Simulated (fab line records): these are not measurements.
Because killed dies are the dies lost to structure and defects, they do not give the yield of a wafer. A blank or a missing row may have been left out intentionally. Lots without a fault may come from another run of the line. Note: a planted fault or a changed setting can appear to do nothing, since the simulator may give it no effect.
fab line records    flow sky130
record lots=5  wafers=15  last_day=50
route steps=708 shown LDD_N@249 LDD_P@255 LDD_HVN@267 LDD_HVP@278
lots with no fault: from the same line, run without faults
start_h: hours from the record's first day to the start of the lot's first wafer shown    wait_h: hours from the lot's prior step to this one    " the same as in the row above    L1.1+2: a row that stands for several wafers    - either no value or no given start    * or withheld: withheld    < > ~ a bound
route shown NAME@n: NAME is a module with steps in the file, n the number in the route of the first one    usual: the fault-free wafers' mean and standard deviation    same: alike in all rows    chamber/n: place in a boat    sites: readings site by site    _std_site: the standard deviation of these    _edge_site: inner sites' mean taken away from outer sites' mean    radius_mm: for every site, how far away it sits from the centre of the wafer    mask NAME#n: copy n    behind: the most recent tool/chamber to have shaped the wafer    hold: what put the lot on hold/how long, in hours/how the hold closed    device: transistor that didn't switch, given as n, p or np    end of line: tests run on the same wafers once the route is complete    a step with no rows: only its recipe    killed: count of dies lost to structure and defects at first sort (not the wafer's yield)    map: a wafer's dies, x killed, . not, _ none there
set.NAME: setting as actually run; set.NAME@STEP: the setting as run at that earlier step    model.NAME: the simulator's own value behind a step, which no gauge read
a table for each step, a row for each wafer; lots at some steps of the route
services: when a tool's chamber went out of use (start_h, in hours from the record's first day, below 0 if earlier), for how many hours, and the reason
## steps
# step SKY_LDD_N_IMPLANT_12
# recipe species=BF2  energy_kev=50  dose_cm2=5e+12  tilt_deg=30  rotation_deg=0
# usual tilt_deg=29.997/0.021
lot.wafer  tool          chamber  start_h  wait_h  tilt_deg
L075.1     implanter-02  0        407.16   0.1     29.979
L075.4     "             0        "        "       29.964
L075.6     "             0        "        "       30.003
L084.3     implanter-04  0        493.91   0.1     30.016
L084.4     "             0        "        "       29.958
L084.6     "             0        "        "       29.949
L090.2     implanter-03  0        547.18   0.1     29.999
L090.3     "             0        "        "       30.021
L090.4     "             0        "        "       30.010
L092.1     implanter-03  0        564.72   0.1     30.015
L092.2     "             0        "        "       29.969
L092.3     "             0        "        "       29.980
L094.1     implanter-04  0        591.23   0.1     29.998
L094.2     "             0        "        "       29.996
L094.3     "             0        "        "       30.007
# step SKY_LDD_N_IMPLANT_13
# recipe species=BF2  energy_kev=50  dose_cm2=5e+12  tilt_deg=30  rotation_deg=90
# usual tilt_deg=30.004/0.021
lot.wafer  tool          chamber  start_h  wait_h  tilt_deg
L075.1     implanter-02  0        407.31   0.1     30.036
L075.4     "             0        "        "       30.010
L075.6     "             0        "        "       29.986
L084.3     implanter-04  0        494.06   0.1     29.977
L084.4     "             0        "        "       30.009
L084.6     "             0        "        "       29.984
L090.2     implanter-03  0        547.33   0.1     29.962
L090.3     "             0        "        "       30.010
L090.4     "             0        "        "       30.006
L092.1     implanter-03  0        564.87   0.1     30.057
L092.2     "             0        "        "       30.005
L092.3     "             0        "        "       30.012
L094.1     implanter-04  0        591.38   0.1     29.986
L094.2     "             0        "        "       30.017
L094.3     "             0        "        "       29.995
# step SKY_LDD_N_IMPLANT_14
# recipe species=BF2  energy_kev=50  dose_cm2=5e+12  tilt_deg=30  rotation_deg=180
# usual tilt_deg=30.003/0.023
lot.wafer  tool          chamber  start_h  wait_h  tilt_deg
L075.1     implanter-02  0        407.46   0.1     29.957
L075.4     "             0        "        "       29.947
L075.6     "             0        "        "       29.985
L084.3     implanter-04  0        494.21   0.1     29.982
L084.4     "             0        "        "       30.030
L084.6     "             0        "        "       30.043
L090.2     implanter-03  0        547.48   0.1     29.964
L090.3     "             0        "        "       30.014
L090.4     "             0        "        "       29.987
L092.1     implanter-03  0        565.02   0.1     30.071
L092.2     "             0        "        "       30.027
L092.3     "             0        "        "       30.025
L094.1     implanter-04  0        591.53   0.1     29.986
L094.2     "             0        "        "       30.005
L094.3     "             0        "        "       29.994
# step SKY_LDD_N_IMPLANT_15
# recipe species=BF2  energy_kev=50  dose_cm2=5e+12  tilt_deg=30  rotation_deg=270
# usual tilt_deg=30.003/0.02
lot.wafer  tool          chamber  start_h  wait_h  tilt_deg
L075.1     implanter-02  0        407.61   0.1     29.993
L075.4     "             0        "        "       30.000
L075.6     "             0        "        "       30.003
L084.3     implanter-04  0        494.36   0.1     29.995
L084.4     "             0        "        "       30.037
L084.6     "             0        "        "       30.026
L090.2     implanter-03  0        547.63   0.1     30.014
L090.3     "             0        "        "       29.991
L090.4     "             0        "        "       29.980
L092.1     implanter-03  0        565.17   0.1     29.976
L092.2     "             0        "        "       29.967
L092.3     "             0        "        "       29.997
L094.1     implanter-04  0        591.68   0.1     30.037
L094.2     "             0        "        "       29.995
L094.3     "             0        "        "       30.027
# step SKY_LDD_N_STRIP_16
# recipe chemistry=O2/N2  power_w=1400  pressure_mtorr=1500  platen_temp_c=withheld  o2_flow_sccm=3000  n2_flow_sccm=300  overash_fraction=0.5
# usual drypump_motor_current_A=6.08/0.25  oes_product_au=0.407/0.0046  strip_time_to_endpoint_s=4.317/0.016
lot.wafer  tool             chamber  start_h  wait_h  drypump_motor_current_A  oes_product_au  rf_hours_counter_h  strip_time_to_endpoint_s
L075.1     plasma_asher-04  1        407.76   0.1     5.98                     0.401           75                  4.290
L075.4     "                0        "        "       6.24                     0.406           -                   4.300
L075.6     "                0        "        "       6.28                     0.408           -                   4.305
L084.3     plasma_asher-01  1        494.49   0.1     6.04                     0.407           -                   4.339
L084.4     "                0        "        "       5.59                     0.410           -                   4.328
L084.6     "                1        "        "       6.02                     0.410           -                   4.318
L090.2     plasma_asher-03  1        547.76   0.1     6.04                     0.402           72                  4.314
L090.3     "                0        "        "       6.43                     0.410           -                   4.302
L090.4     "                1        "        "       6.03                     0.413           -                   4.318
L092.1     plasma_asher-04  0        565.32   0.1     6.22                     0.406           13                  4.307
L092.2     "                1        "        "       5.96                     0.406           13                  4.320
L092.3     "                0        "        "       6.24                     0.407           -                   4.297
L094.1     plasma_asher-04  1        591.83   0.1     5.97                     0.408           16                  4.304
L094.2     "                0        "        "       6.22                     0.414           16                  4.333
L094.3     "                0        "        "       6.23                     0.408           -                   4.318
# step SKY_LDD_N_TW_MEAS_17
# usual LDD_N_TW=2596/22
lot.wafer  tool           chamber  start_h  wait_h  LDD_N_TW
L075.1     film_metro-03  -        407.86   0.1     2591
L075.4     "              -        "        "       2595
L075.6     "              -        "        "       2589
L084.3     film_metro-01  -        494.58   0.1     2626
L084.4     "              -        "        "       2629
L084.6     "              -        "        "       2622
L090.2     film_metro-04  -        547.87   0.1     2569
L090.3     "              -        "        "       2576
L090.4     "              -        "        "       2562
L092.1     film_metro-04  -        565.42   0.1     2572
L092.2     "              -        "        "       2562
L092.3     "              -        "        "       2569
L094.1     film_metro-04  -        591.93   0.1     2584
L094.2     "              -        "        "       2583
L094.3     "              -        "        "       2583
# step SKY_LDD_P_DEHYDRATE_00
# recipe temp_c=200  time_s=60
lot.wafer   tool            chamber  start_h  wait_h
L075.1+4+6  litho_track-01  0        422.43   14.6
L084.3+4+6  litho_track-03  0        509.03   14.4
L090.2+3+4  litho_track-03  0        562.26   14.4
L092.1+2+3  litho_track-04  0        579.72   14.3
L094.1+2+3  litho_track-04  0        605.67   13.7
# step SKY_LDD_P_HMDS_01
# recipe prime_time_s=60  prime_temp_c=120
lot.wafer   tool            chamber  start_h  wait_h
L075.1+4+6  litho_track-01  0        422.58   0.1
L084.3+4+6  litho_track-03  0        509.18   0.1
L090.2+3+4  litho_track-03  0        562.41   0.1
L092.1+2+3  litho_track-04  0        579.87   0.1
L094.1+2+3  litho_track-04  0        605.82   0.1
# step SKY_LDD_P_COAT_02
# recipe resist=NOVOLAK  spin_rpm=3000  resist_thk_nm=1140
lot.wafer   tool            chamber  start_h  wait_h
L075.1+4+6  litho_track-01  0        422.73   0.1
L084.3+4+6  litho_track-03  0        509.33   0.1
L090.2+3+4  litho_track-03  0        562.56   0.1
L092.1+2+3  litho_track-04  0        580.02   0.1
L094.1+2+3  litho_track-04  0        605.97   0.1
# step SKY_LDD_P_SOFTBAKE_03
# recipe temp_c=90  time_s=60  resist=NOVOLAK
lot.wafer   tool            chamber  start_h  wait_h
L075.1+4+6  litho_track-01  0        422.88   0.1
L084.3+4+6  litho_track-03  0        509.48   0.1
L090.2+3+4  litho_track-03  0        562.71   0.1
L092.1+2+3  litho_track-04  0        580.17   0.1
L094.1+2+3  litho_track-04  0        606.12   0.1
# step SKY_LDD_P_EXPOSE_04
# recipe mask_id=PSDM  na=0.6  source_shape=conventional  sigma_outer=0.6  polarization=unpolarized  target_cd_nm=380  dose_mj=138
# usual focus_offset_nm=0.1/0.56
lot.wafer  tool              chamber  start_h  wait_h  mask    focus_offset_nm
L075.1     iline_stepper-01  0        -        -       PSDM#0  0.3
L075.4     "                 0        "        "       PSDM#0  0.0
L075.6     "                 0        "        "       PSDM#0  2.0
L084.3     iline_stepper-01  0        -        -       PSDM#0  0.1
L084.4     "                 0        "        "       PSDM#0  0.2
L084.6     "                 0        "        "       PSDM#0  0.8
L090.2     iline_stepper-01  0        -        -       PSDM#0  0.1
L090.3     "                 0        "        "       PSDM#0  0.6
L090.4     "                 0        "        "       PSDM#0  -0.2
L092.1     iline_stepper-01  0        -        -       PSDM#0  1.0
L092.2     "                 0        "        "       PSDM#0  -1.0
L092.3     "                 0        "        "       PSDM#0  0.1
L094.1     iline_stepper-02  0        -        -       PSDM#0  0.4
L094.2     "                 0        "        "       PSDM#0  0.3
L094.3     "                 0        "        "       PSDM#0  0.2
# step SKY_LDD_P_PEB_05
# recipe temp_c=withheld  time_s=*  resist=NOVOLAK
lot.wafer   tool            chamber  start_h  wait_h
L075.1+4+6  litho_track-03  0        -        -
L084.3+4+6  litho_track-01  0        -        -
L090.2+3+4  litho_track-01  0        -        -
L092.1+2+3  litho_track-01  0        -        -
L094.1+2+3  litho_track-01  0        -        -
# step SKY_LDD_P_DEVELOP_06
# recipe resist=NOVOLAK  developer=TMAH  develop_time_s=60  dev_temp_c=23
lot.wafer   tool            chamber  start_h  wait_h
L075.1+4+6  litho_track-03  0        436.88   0.1
L084.3+4+6  litho_track-01  0        524.88   0.1
L090.2+3+4  litho_track-01  0        577.16   0.1
L092.1+2+3  litho_track-01  0        594.73   0.1
L094.1+2+3  litho_track-01  0        620.73   0.1
# step SKY_LDD_P_CD_MEAS_07
# recipe target_cd_nm=380
# usual cd_nm=380.5/2.2
lot.wafer  tool       chamber  start_h  wait_h  cd_nm
L075.1     cd_sem-02  -        437.03   0.1     377.5
L075.4     "          -        "        "       377.4
L075.6     "          -        "        "       379.7
L084.3     cd_sem-02  -        525.02   0.1     381.7
L084.4     "          -        "        "       375.5
L084.6     "          -        "        "       379.6
L090.2     cd_sem-01  -        577.30   0.1     382.2
L090.3     "          -        "        "       383.1
L090.4     "          -        "        "       382.3
L092.1     cd_sem-02  -        594.88   0.1     378.5
L092.2     "          -        "        "       377.4
L092.3     "          -        "        "       375.4
L094.1     cd_sem-01  -        620.88   0.1     379.6
L094.2     "          -        "        "       380.4
L094.3     "          -        "        "       382.4
# step SKY_LDD_P_OVL_MEAS_08
# usual LDD_P_OVL=0.1/1.6
lot.wafer  tool        chamber  start_h  wait_h  LDD_P_OVL[nm]
L075.1     overlay-01  -        437.15   0.1     1.9
L075.4     "           -        "        "       0.4
L075.6     "           -        "        "       1.8
L084.3     overlay-01  -        525.11   0.1     1.1
L084.4     "           -        "        "       1.8
L084.6     "           -        "        "       1.5
L090.2     overlay-01  -        577.41   0.1     1.1
L090.3     "           -        "        "       -0.2
L090.4     "           -        "        "       0.9
L092.1     overlay-02  -        595.00   0.1     -1.1
L092.2     "           -        "        "       -2.3
L092.3     "           -        "        "       -2.3
L094.1     overlay-02  -        621.00   0.1     -1.5
L094.2     "           -        "        "       -2.1
L094.3     "           -        "        "       -0.1
# step SKY_LDD_P_IMPLANT_09
# recipe species=BF2  energy_kev=25  dose_cm2=1e+13  tilt_deg=withheld
lot.wafer   tool          chamber  start_h  wait_h
L075.1+4+6  implanter-01  0        437.19   0.0
L084.3+4+6  implanter-03  0        525.19   0.1
L090.2+3+4  implanter-03  0        577.46   0.0
L092.1+2+3  implanter-02  0        595.04   0.0
L094.1+2+3  implanter-03  0        621.04   0.0
# step SKY_LDD_P_STRIP_10
# recipe chemistry=O2/N2  power_w=1400  pressure_mtorr=1500  platen_temp_c=withheld  o2_flow_sccm=3000  n2_flow_sccm=300  overash_fraction=0.5
# usual drypump_motor_current_A=5.87/0.25  oes_product_au=0.716/0.0045  strip_time_to_endpoint_s=14.17/0.039
lot.wafer  tool             chamber  start_h  wait_h  drypump_motor_current_A  oes_product_au  rf_hours_counter_h  strip_time_to_endpoint_s
L075.1     plasma_asher-04  1        437.34   0.1     5.96                     0.725           1                   14.22
L075.4     "                0        "        "       6.29                     0.710           -                   14.18
L075.6     "                1        "        "       5.98                     0.716           -                   14.17
L084.3     plasma_asher-02  0        525.32   0.1     5.60                     0.722           -                   14.13
L084.4     "                1        "        "       5.72                     0.709           -                   14.16
L084.6     "                0        "        "       5.61                     0.719           -                   14.15
L090.2     plasma_asher-02  0        577.59   0.1     5.59                     0.709           46                  14.17
L090.3     "                1        "        "       5.71                     0.716           -                   14.22
L090.4     "                0        "        "       5.59                     0.722           -                   14.22
L092.1     plasma_asher-01  0        595.19   0.1     5.57                     0.719           89                  14.17
L092.2     "                1        "        "       6.00                     0.715           89                  14.19
L092.3     "                1        "        "       6.02                     0.710           -                   14.21
L094.1     plasma_asher-02  1        621.19   0.1     5.72                     0.710           49                  14.26
L094.2     "                0        "        "       5.59                     0.715           49                  14.18
L094.3     "                1        "        "       5.73                     0.719           -                   14.23
# step SKY_LDD_P_TW_MEAS_11
# usual LDD_P_TW=642/6.6
lot.wafer  tool           chamber  start_h  wait_h  LDD_P_TW
L075.1     film_metro-04  -        437.44   0.1     635
L075.4     "              -        "        "       631
L075.6     "              -        "        "       634
L084.3     film_metro-04  -        525.41   0.1     633
L084.4     "              -        "        "       634
L084.6     "              -        "        "       637
L090.2     film_metro-01  -        577.70   0.1     640
L090.3     "              -        "        "       644
L090.4     "              -        "        "       646
L092.1     film_metro-04  -        595.29   0.1     638
L092.2     "              -        "        "       640
L092.3     "              -        "        "       639
L094.1     film_metro-04  -        621.29   0.1     637
L094.2     "              -        "        "       638
L094.3     "              -        "        "       636
# step SKY_LDD_HVN_DEHYDRATE_00
# recipe temp_c=200  time_s=60
lot.wafer   tool            chamber  start_h  wait_h
L075.1+4+6  litho_track-03  0        452.73   15.3
L084.3+4+6  litho_track-03  0        539.43   14.0
L090.2+3+4  litho_track-03  0        591.66   14.0
L092.1+2+3  litho_track-03  0        609.63   14.3
L094.1+2+3  litho_track-04  0        634.77   13.5
# step SKY_LDD_HVN_HMDS_01
# recipe prime_time_s=60  prime_temp_c=120
lot.wafer   tool            chamber  start_h  wait_h
L075.1+4+6  litho_track-03  0        452.88   0.1
L084.3+4+6  litho_track-03  0        539.58   0.1
L090.2+3+4  litho_track-03  0        591.81   0.1
L092.1+2+3  litho_track-03  0        609.78   0.1
L094.1+2+3  litho_track-04  0        634.92   0.1
# step SKY_LDD_HVN_COAT_02
# recipe resist=NOVOLAK  spin_rpm=3000  resist_thk_nm=300
lot.wafer   tool            chamber  start_h  wait_h
L075.1+4+6  litho_track-03  0        453.03   0.1
L084.3+4+6  litho_track-03  0        539.73   0.1
L090.2+3+4  litho_track-03  0        591.96   0.1
L092.1+2+3  litho_track-03  0        609.93   0.1
L094.1+2+3  litho_track-04  0        635.07   0.1
# step SKY_LDD_HVN_SOFTBAKE_03
# recipe temp_c=88.93  time_s=60  resist=NOVOLAK
lot.wafer   tool            chamber  start_h  wait_h
L075.1+4+6  litho_track-03  0        453.18   0.1
L084.3+4+6  litho_track-03  0        539.88   0.1
L090.2+3+4  litho_track-03  0        592.11   0.1
L092.1+2+3  litho_track-03  0        610.08   0.1
L094.1+2+3  litho_track-04  0        635.22   0.1
# step SKY_LDD_HVN_EXPOSE_04
# recipe mask_id=HVNTM  na=0.6  source_shape=conventional  sigma_outer=0.6  polarization=unpolarized  target_cd_nm=700  dose_mj=127
# usual focus_offset_nm=0.0/0.58
lot.wafer  tool              chamber  start_h  wait_h  mask     focus_offset_nm
L075.1     iline_stepper-01  0        -        -       HVNTM#0  -0.3
L075.4     "                 0        "        "       HVNTM#0  -0.2
L075.6     "                 0        "        "       HVNTM#0  -1.0
L084.3     iline_stepper-02  0        -        -       HVNTM#0  0.6
L084.4     "                 0        "        "       HVNTM#0  -0.7
L084.6     "                 0        "        "       HVNTM#0  0.3
L090.2     iline_stepper-01  0        -        -       HVNTM#0  0.5
L090.3     "                 0        "        "       HVNTM#0  -0.1
L090.4     "                 0        "        "       HVNTM#0  -0.4
L092.1     iline_stepper-02  0        -        -       HVNTM#0  0.1
L092.2     "                 0        "        "       HVNTM#0  0.4
L092.3     "                 0        "        "       HVNTM#0  1.3
L094.1     iline_stepper-02  0        -        -       HVNTM#0  -0.3
L094.2     "                 0        "        "       HVNTM#0  -0.6
L094.3     "                 0        "        "       HVNTM#0  -0.5
# step SKY_LDD_HVN_PEB_05
# recipe temp_c=withheld  time_s=*  resist=NOVOLAK
lot.wafer   tool            chamber  start_h  wait_h
L075.1+4+6  litho_track-02  0        -        -
L084.3+4+6  litho_track-03  0        -        -
L090.2+3+4  litho_track-04  0        -        -
L092.1+2+3  litho_track-02  0        -        -
L094.1+2+3  litho_track-03  0        -        -
# step SKY_LDD_HVN_DEVELOP_06
# recipe resist=NOVOLAK  developer=TMAH  develop_time_s=60  dev_temp_c=23
lot.wafer   tool            chamber  start_h  wait_h
L075.1+4+6  litho_track-02  0        468.09   0.1
L084.3+4+6  litho_track-03  0        555.43   0.1
L090.2+3+4  litho_track-04  0        606.44   0.1
L092.1+2+3  litho_track-02  0        623.99   0.1
L094.1+2+3  litho_track-03  0        649.68   0.1
# step SKY_LDD_HVN_OVL_MEAS_07
# usual LDD_HVN_OVL=-0.7/1.7
lot.wafer  tool        chamber  start_h  wait_h  LDD_HVN_OVL[nm]
L075.1     overlay-01  -        468.24   0.1     0.2
L075.4     "           -        "        "       1.7
L075.6     "           -        "        "       0.1
L084.3     overlay-01  -        555.54   0.1     -0.3
L084.4     "           -        "        "       -1.1
L084.6     "           -        "        "       0.7
L090.2     overlay-01  -        606.58   0.1     -0.8
L090.3     "           -        "        "       0.6
L090.4     "           -        "        "       -1.3
L092.1     overlay-01  -        624.14   0.1     1.2
L092.2     "           -        "        "       -0.4
L092.3     "           -        "        "       1.0
L094.1     overlay-02  -        649.83   0.1     -2.5
L094.2     "           -        "        "       -1.5
L094.3     "           -        "        "       -3.0
# step SKY_LDD_HVN_IMPLANT_08
# recipe species=P  energy_kev=60  dose_cm2=3.054e+13  tilt_deg=40
# usual tilt_deg=39.997/0.019
lot.wafer  tool          chamber  start_h  wait_h  tilt_deg
L075.1     implanter-01  0        468.28   0.0     39.957
L075.4     "             0        "        "       40.003
L075.6     "             0        "        "       39.997
L084.3     implanter-01  0        555.62   0.1     39.973
L084.4     "             0        "        "       39.988
L084.6     "             0        "        "       40.001
L090.2     implanter-04  0        606.63   0.0     39.972
L090.3     "             0        "        "       39.981
L090.4     "             0        "        "       40.026
L092.1     implanter-04  0        624.18   0.0     39.996
L092.2     "             0        "        "       39.925
L092.3     "             0        "        "       40.007
L094.1     implanter-02  0        649.87   0.0     40.005
L094.2     "             0        "        "       40.006
L094.3     "             0        "        "       39.994
# step SKY_LDD_HVN_STRIP_09
# recipe chemistry=O2/N2  power_w=1400  pressure_mtorr=1500  platen_temp_c=withheld  o2_flow_sccm=3000  n2_flow_sccm=300  overash_fraction=0.5
# usual drypump_motor_current_A=5.9/0.31  oes_product_au=0.409/0.0047  strip_time_to_endpoint_s=4.149/0.016
lot.wafer  tool             chamber  start_h  wait_h  drypump_motor_current_A  oes_product_au  rf_hours_counter_h  strip_time_to_endpoint_s
L075.1     plasma_asher-02  0        468.43   0.1     5.6                      0.408           35                  4.140
L075.4     "                1        "        "       5.7                      0.403           -                   4.129
L075.6     "                1        "        "       5.7                      0.398           -                   4.124
L084.3     plasma_asher-02  1        555.75   0.1     5.7                      0.415           -                   4.157
L084.4     "                0        "        "       5.6                      0.408           -                   4.148
L084.6     "                0        "        "       5.6                      0.413           -                   4.137
L090.2     plasma_asher-01  0        606.76   0.1     5.6                      0.406           90                  4.156
L090.3     "                0        "        "       5.6                      0.416           -                   4.149
L090.4     "                1        "        "       6.0                      0.410           -                   4.153
L092.1     plasma_asher-01  0        624.33   0.1     5.6                      0.405           92                  4.143
L092.2     "                1        "        "       6.0                      0.404           92                  4.155
L092.3     "                1        "        "       6.0                      0.413           -                   4.146
L094.1     plasma_asher-02  0        650.02   0.1     5.6                      0.416           52                  4.166
L094.2     "                1        "        "       5.7                      0.409           52                  4.149
L094.3     "                0        "        "       5.6                      0.413           -                   4.158
# step SKY_LDD_HVN_TW_MEAS_10
# usual LDD_HVN_TW=1460/11
lot.wafer  tool           chamber  start_h  wait_h  LDD_HVN_TW
L075.1     film_metro-02  -        468.53   0.1     1470
L075.4     "              -        "        "       1464
L075.6     "              -        "        "       1461
L084.3     film_metro-03  -        555.84   0.1     1444
L084.4     "              -        "        "       1449
L084.6     "              -        "        "       1448
L090.2     film_metro-01  -        606.87   0.1     1461
L090.3     "              -        "        "       1462
L090.4     "              -        "        "       1469
L092.1     film_metro-01  -        624.43   0.1     1472
L092.2     "              -        "        "       1472
L092.3     "              -        "        "       1463
L094.1     film_metro-01  -        650.12   0.1     1468
L094.2     "              -        "        "       1462
L094.3     "              -        "        "       1467
# step SKY_LDD_HVP_DEHYDRATE_00
# recipe temp_c=200  time_s=60
lot.wafer   tool            chamber  start_h  wait_h
L075.1+4+6  litho_track-03  0        482.98   14.4
L084.3+4+6  litho_track-01  0        569.63   13.8
L090.2+3+4  litho_track-03  0        620.76   13.9
L092.1+2+3  litho_track-01  0        638.43   14.0
L094.1+2+3  litho_track-01  0        663.63   13.5
# step SKY_LDD_HVP_HMDS_01
# recipe prime_time_s=60  prime_temp_c=120
lot.wafer   tool            chamber  start_h  wait_h
L075.1+4+6  litho_track-03  0        483.13   0.1
L084.3+4+6  litho_track-01  0        569.78   0.1
L090.2+3+4  litho_track-03  0        620.91   0.1
L092.1+2+3  litho_track-01  0        638.58   0.1
L094.1+2+3  litho_track-01  0        663.78   0.1
# step SKY_LDD_HVP_COAT_02
# recipe resist=NOVOLAK  spin_rpm=3000  resist_thk_nm=300
lot.wafer   tool            chamber  start_h  wait_h
L075.1+4+6  litho_track-03  0        483.28   0.1
L084.3+4+6  litho_track-01  0        569.93   0.1
L090.2+3+4  litho_track-03  0        621.06   0.1
L092.1+2+3  litho_track-01  0        638.73   0.1
L094.1+2+3  litho_track-01  0        663.93   0.1
# step SKY_LDD_HVP_SOFTBAKE_03
# recipe temp_c=90  time_s=60  resist=NOVOLAK
lot.wafer   tool            chamber  start_h  wait_h
L075.1+4+6  litho_track-03  0        483.43   0.1
L084.3+4+6  litho_track-01  0        570.08   0.1
L090.2+3+4  litho_track-03  0        621.21   0.1
L092.1+2+3  litho_track-01  0        638.88   0.1
L094.1+2+3  litho_track-01  0        664.08   0.1
# step SKY_LDD_HVP_EXPOSE_04
# recipe mask_id=HVPTM  na=0.6  source_shape=conventional  sigma_outer=0.6  polarization=unpolarized  target_cd_nm=700  dose_mj=86
# usual focus_offset_nm=0.2/0.49
lot.wafer  tool              chamber  start_h  wait_h  mask     focus_offset_nm
L075.1     iline_stepper-02  0        -        -       HVPTM#0  0.0
L075.4     "                 0        "        "       HVPTM#0  0.0
L075.6     "                 0        "        "       HVPTM#0  0.2
L084.3     iline_stepper-02  0        -        -       HVPTM#0  1.0
L084.4     "                 0        "        "       HVPTM#0  0.2
L084.6     "                 0        "        "       HVPTM#0  0.4
L090.2     iline_stepper-01  0        -        -       HVPTM#0  -0.5
L090.3     "                 0        "        "       HVPTM#0  -0.6
L090.4     "                 0        "        "       HVPTM#0  0.2
L092.1     iline_stepper-01  0        -        -       HVPTM#0  -0.2
L092.2     "                 0        "        "       HVPTM#0  -0.1
L092.3     "                 0        "        "       HVPTM#0  0.2
L094.1     iline_stepper-01  0        -        -       HVPTM#0  0.8
L094.2     "                 0        "        "       HVPTM#0  1.4
L094.3     "                 0        "        "       HVPTM#0  0.9
# step SKY_LDD_HVP_PEB_05
# recipe temp_c=withheld  time_s=*  resist=NOVOLAK
lot.wafer   tool            chamber  start_h  wait_h
L075.1+4+6  litho_track-01  0        -        -
L084.3+4+6  litho_track-03  0        -        -
L090.2+3+4  litho_track-02  0        -        -
L092.1+2+3  litho_track-01  0        -        -
L094.1+2+3  litho_track-03  0        -        -
# step SKY_LDD_HVP_DEVELOP_06
# recipe resist=NOVOLAK  developer=TMAH  develop_time_s=60  dev_temp_c=23
lot.wafer   tool            chamber  start_h  wait_h
L075.1+4+6  litho_track-01  0        498.68   0.1
L084.3+4+6  litho_track-03  0        585.63   0.1
L090.2+3+4  litho_track-02  0        635.11   0.1
L092.1+2+3  litho_track-01  0        653.48   0.1
L094.1+2+3  litho_track-03  0        677.43   0.1
# step SKY_LDD_HVP_OVL_MEAS_07
# usual LDD_HVP_OVL=0.6/1.4
lot.wafer  tool        chamber  start_h  wait_h  LDD_HVP_OVL[nm]
L075.1     overlay-02  -        498.83   0.1     -1.0
L075.4     "           -        "        "       -0.1
L075.6     "           -        "        "       -0.1
L084.3     overlay-01  -        585.74   0.1     0.5
L084.4     "           -        "        "       1.2
L084.6     "           -        "        "       -1.2
L090.2     overlay-01  -        635.25   0.1     -0.4
L090.3     "           -        "        "       1.5
L090.4     "           -        "        "       1.9
L092.1     overlay-02  -        653.63   0.1     0.9
L092.2     "           -        "        "       1.3
L092.3     "           -        "        "       0.1
L094.1     overlay-01  -        677.58   0.1     2.9
L094.2     "           -        "        "       3.6
L094.3     "           -        "        "       0.8
# step SKY_LDD_HVP_IMPLANT_08
# recipe species=B  energy_kev=20  dose_cm2=1.7e+13  tilt_deg=17.9
# usual tilt_deg=17.899/0.021
lot.wafer  tool          chamber  start_h  wait_h  tilt_deg
L075.1     implanter-01  0        498.87   0.0     17.911
L075.4     "             0        "        "       17.897
L075.6     "             0        "        "       17.904
L084.3     implanter-03  0        585.82   0.1     17.894
L084.4     "             0        "        "       17.916
L084.6     "             0        "        "       17.890
L090.2     implanter-04  0        635.30   0.0     17.879
L090.3     "             0        "        "       17.943
L090.4     "             0        "        "       17.917
L092.1     implanter-03  0        653.67   0.0     17.902
L092.2     "             0        "        "       17.921
L092.3     "             0        "        "       17.932
L094.1     implanter-04  0        677.62   0.0     17.888
L094.2     "             0        "        "       17.874
L094.3     "             0        "        "       17.867
# step SKY_LDD_HVP_STRIP_09
# recipe chemistry=O2/N2  power_w=1400  pressure_mtorr=1500  platen_temp_c=withheld  o2_flow_sccm=3000  n2_flow_sccm=300  overash_fraction=0.5
# usual drypump_motor_current_A=6.06/0.27  oes_product_au=0.408/0.005  strip_time_to_endpoint_s=4.138/0.013
lot.wafer  tool             chamber  start_h  wait_h  drypump_motor_current_A  oes_product_au  rf_hours_counter_h  strip_time_to_endpoint_s
L075.1     plasma_asher-04  1        499.02   0.1     5.97                     0.404           7                   4.131
L075.4     "                1        "        "       5.98                     0.402           -                   4.143
L075.6     "                1        "        "       5.95                     0.409           -                   4.143
L084.3     plasma_asher-02  0        585.95   0.1     5.59                     0.410           -                   4.132
L084.4     "                1        "        "       5.71                     0.415           -                   4.145
L084.6     "                0        "        "       5.57                     0.407           -                   4.146
L090.2     plasma_asher-02  1        635.43   0.1     5.70                     0.407           50                  4.145
L090.3     "                0        "        "       5.58                     0.407           -                   4.152
L090.4     "                1        "        "       5.74                     0.417           -                   4.138
L092.1     plasma_asher-03  0        653.82   0.1     6.50                     0.407           83                  4.118
L092.2     "                1        "        "       5.99                     0.402           83                  4.129
L092.3     "                0        "        "       6.45                     0.413           -                   4.106
L094.1     plasma_asher-04  0        677.77   0.1     6.24                     0.412           24                  4.140
L094.2     "                1        "        "       5.97                     0.407           24                  4.158
L094.3     "                0        "        "       6.22                     0.404           -                   4.152
# step SKY_LDD_HVP_TW_MEAS_10
# usual LDD_HVP_TW=458/4.6
lot.wafer  tool           chamber  start_h  wait_h  LDD_HVP_TW
L075.1     film_metro-03  -        499.12   0.1     458
L075.4     "              -        "        "       456
L075.6     "              -        "        "       457
L084.3     film_metro-04  -        586.04   0.1     458
L084.4     "              -        "        "       455
L084.6     "              -        "        "       456
L090.2     film_metro-02  -        635.54   0.1     468
L090.3     "              -        "        "       464
L090.4     "              -        "        "       466
L092.1     film_metro-03  -        653.92   0.1     456
L092.2     "              -        "        "       458
L092.3     "              -        "        "       458
L094.1     film_metro-04  -        677.87   0.1     458
L094.2     "              -        "        "       459
L094.3     "              -        "        "       456
## services
tool              chamber  start_h  hours  kind
plasma_asher-02   -        385.00   1.2    repair
iline_stepper-02  -        388.85   8.0    repair
plasma_asher-04   -        401.99   0.6    repair
plasma_asher-04   -        421.25   9.0    pm
plasma_asher-02   -        425.66   4.3    pm
iline_stepper-01  -        450.76   2.4    repair
implanter-04      -        459.14   11.1   repair
implanter-02      -        473.36   105.9  repair
implanter-04      -        480.74   5.0    pm
implanter-03      -        483.65   1.6    repair
implanter-02      -        498.30   3.9    repair
iline_stepper-02  -        502.87   1.7    pm
iline_stepper-01  -        505.46   1.7    pm
implanter-03      -        510.64   2.6    repair
iline_stepper-02  -        527.47   8.9    pm
iline_stepper-02  -        559.58   2.6    repair
implanter-04      -        591.83   3.2    pm
plasma_asher-02   -        594.94   8.6    repair
iline_stepper-02  -        595.71   2.4    repair
implanter-03      -        613.24   1.7    repair
implanter-03      -        613.55   2.7    repair
plasma_asher-02   -        621.73   4.0    pm
iline_stepper-02  -        627.00   4.4    pm
implanter-03      -        649.15   2.9    repair
## key
fault none
